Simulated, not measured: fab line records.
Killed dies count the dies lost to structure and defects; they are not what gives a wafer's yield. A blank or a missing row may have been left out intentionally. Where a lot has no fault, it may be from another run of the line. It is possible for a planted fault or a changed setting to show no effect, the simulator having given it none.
One fault seen from 2 desks ; flow gf180mcu ; what lay behind the numbers comes last; until then each desk has only its own

## AT THE METROLOGY DESK
What the gauges read, lot by lot, whatever tool the lot ran on: means of the sampled wafers that have a number. If a lot's mean is further than 4 standard deviations from the usual mean, the lot is out of limits and carries the mark OUT (the distance appears in the brackets).
Columns: A = POLY_GATE_OXIDATION_THK at GF_POLY_GATE_THK_MEAS_17, usual 4.01 nm
lot;first seen here;A
L522;day 9 17:23;4.13
L523;day 10 01:34;4.04
L525;day 10 20:35;4.03
L526;day 11 05:20;4.06
L527;day 11 10:32;3.95
L529;day 12 02:01;4.06
L531;day 12 13:46;4.01
L533;day 13 03:07;3.95
L537;day 14 07:17;3.98
L539;day 14 22:46;4.03
L542;day 15 18:53;3.85
L543;day 16 13:00;4.02
This desk's finding: nothing out of limits on any of the 12 lots.

## THE TOOL OWNER'S DESK: litho_track-02
The tool's own readings at GF_LVPWELL_COAT_02 (resist thk 3000 nm): means of the sampled wafers that have a number, for each lot that ran on this tool. If a lot's mean is further than 4 standard deviations from the usual mean, the lot is out of limits and carries the mark OUT (the distance appears in the brackets).
Columns: A = chill_plate_temp_C at GF_LVPWELL_COAT_02, usual 22.99 C
lot;first seen here;A
L522;day 4 00:58;23.02
L525;day 4 19:25;22.99
L531;day 6 03:28;22.85
L533;day 6 11:04;22.98
This desk's finding: nothing out of limits on any of the 4 lots.

## TAKEN TOGETHER
The metrology desk saw nothing out of limits.
Nothing out of limits was seen by the tool owner's desk.

## WHAT HAD BEEN PUT IN BY THE SIMULATOR
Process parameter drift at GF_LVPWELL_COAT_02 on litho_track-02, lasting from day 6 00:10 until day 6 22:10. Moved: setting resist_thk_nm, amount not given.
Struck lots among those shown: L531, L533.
